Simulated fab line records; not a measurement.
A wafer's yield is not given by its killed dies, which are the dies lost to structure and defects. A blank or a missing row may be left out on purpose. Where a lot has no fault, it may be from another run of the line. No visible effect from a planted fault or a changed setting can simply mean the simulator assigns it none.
Which tool is to blame? | flow gf180mcu | at 1 step of a route of 602, 11 lots with 33 wafers sampled

WHAT THE GAUGES SHOWED, per wafer
GF_M2_THK_MEAS_06: measures by xrf.
lot  | measured     | on            | M2_ALCU_THK (nm)
L536 | day 18 21:35 | film metro-04 | 452 442 448
L540 | day 20 01:13 | film metro-04 | 444 441 444
L545 | day 22 07:50 | film metro-03 | 458 454 453
L546 | day 22 13:52 | film metro-03 | 452 453 448
L547 | day 22 23:13 | film metro-04 | 450 451 448
L551 | day 24 00:27 | film metro-04 | 446 449 444
L552 | day 24 11:38 | film metro-01 | 448 447 448
L553 | day 24 15:37 | film metro-01 | 442 444 442
L554 | day 25 08:21 | film metro-04 | 445 449 451
L555 | day 25 09:19 | film metro-04 | 445 449 444
L557 | day 26 00:32 | film metro-01 | 445 441 448

WHAT TOOL EACH LOT RAN ON (gives the tool, then ch and the chambers of the sampled wafers, and finally the start)
The record shows no process step preceding these readings.

AS READ BY THE TOOLS THEMSELVES (means over the sampled wafers that have a number; for cases with no such wafer, the mark the record gives instead)
The record holds no such reading with a usual standard deviation.

THE ANSWER, worked out from the rows above alone
Rule: usual is defined by the lots themselves. Put in order of their means at a reading, lots are off if they are a third of the lots or fewer, leave a main group of 4 or more, and stand apart from it by a gap of 3 or more times the standard deviation of the main group's means; of several such gaps the widest counts. The tables above print the reading to a certain number of digits; a main group whose means all agree to those digits is not used. Also off: a lot with no number at a reading for which 4 or more lots have one. Any other lot the step has rows for is counted as sound. The gauges are gone through in route order, then the tools' own readings, and for those a lot's mean is taken as printed above. At the first step where some lot is off, the reading lying furthest off is the one used; lots without a number count as furthest.
Across all readings shown, no lot is off: no conclusion can be drawn from this.

WHAT THE SIMULATOR PUT IN
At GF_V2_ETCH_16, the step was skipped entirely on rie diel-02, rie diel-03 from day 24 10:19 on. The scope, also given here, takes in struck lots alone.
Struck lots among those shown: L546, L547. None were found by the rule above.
